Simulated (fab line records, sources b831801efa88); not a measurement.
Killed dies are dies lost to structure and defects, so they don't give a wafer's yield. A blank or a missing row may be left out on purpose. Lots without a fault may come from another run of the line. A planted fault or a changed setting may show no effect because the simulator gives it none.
Which tool did it? | flow sky130 | 13 lots, 39 wafers sampled, at 2 steps of a route of 708

WHAT THE GAUGES READ, wafer by wafer
SKY_VIA4_RS_MEAS_19: measures by four-point-probe. Usual: VIA4_W_RS 0.2254 ohm/sq, standard deviation 0.002.
lot  | measured     | on            | VIA4_W_RS (ohm/sq)   | flag
L656 | day 42 03:35 | film_metro-03 | 0.2249 0.2235 0.2234 |
L657 | day 42 23:24 | film_metro-01 | 0.2245 0.2229 0.2256 |
L659 | day 43 07:13 | film_metro-01 | 0.2244 0.2243 0.2237 |
L660 | day 44 10:21 | film_metro-01 | 0.2259 0.2250 0.2261 |
L661 | day 44 18:08 | film_metro-03 | 0.2218 0.2260 0.2276 |
L662 | day 44 19:32 | film_metro-01 | 0.2264 0.2288 0.2270 |
L664 | day 44 23:09 | film_metro-01 | 0.2234 0.2226 0.2225 |
L665 | day 45 07:00 | film_metro-01 | 0.2227 0.2243 0.2258 |
L666 | day 45 18:19 | film_metro-01 | 0.2276 0.2248 0.2264 |
L673 | day 47 11:54 | film_metro-01 | 0.2212 0.2227 0.2232 |
L675 | day 47 18:26 | film_metro-03 | 0.2257 0.2282 0.2281 |
L678 | day 48 19:59 | film_metro-03 | 0.2283 0.2238 0.2271 |
L679 | day 48 15:08 | film_metro-01 | 0.2260 0.2264 0.2251 |

WHICH TOOL RAN EACH LOT (tool, then ch and the chambers of the sampled wafers, then the start)
lot  | SKY_FIELD_ISO_CLEAN_19
L656 | wet_bench-04 ch 0, day 2 03:55
L657 | wet_bench-02 ch 2, day 2 13:53
L659 | wet_bench-04 ch 2, day 2 22:35
L660 | wet_bench-04 ch 2, day 3 01:49
L661 | wet_bench-04 ch 2, day 3 07:13
L662 | wet_bench-04 ch 3, day 3 11:22
L664 | wet_bench-02 ch 0, day 3 22:19
L665 | wet_bench-04 ch 0, day 4 05:04
L666 | wet_bench-04 ch 3, day 4 15:31
L673 | wet_bench-03 ch 2, day 5 21:49
L675 | wet_bench-03 ch 1, day 6 07:31
L678 | wet_bench-03 ch 2, day 7 01:02
L679 | wet_bench-04 ch 2, day 7 04:11
- SKY_FIELD_ISO_CLEAN_19: cleans in SC1/SC2, time 150 s.

WHAT THE TOOLS THEMSELVES READ (means of the sampled wafers that have a number; where no wafer has one, the mark that the record gives instead)
The record holds no such reading with a usual standard deviation.

THE ANSWER, worked out from the rows above alone
Rule: a lot is off if the mean of its wafers that have a number lies more than 3 standard deviations from the usual mean. A lot without any number at a reading at which 4 lots or more have one is off too. The other lots that the step has rows for count as sound. The gauges are gone through in route order, then the tools' own readings, and for those a lot's mean is taken as printed above. The first step at which some lot is off is used, and at that step the reading that is off furthest; a lot without a number counts as furthest.
No lot is off at any reading shown: from this, nothing can be told.

WHAT THE SIMULATOR HAD PUT IN
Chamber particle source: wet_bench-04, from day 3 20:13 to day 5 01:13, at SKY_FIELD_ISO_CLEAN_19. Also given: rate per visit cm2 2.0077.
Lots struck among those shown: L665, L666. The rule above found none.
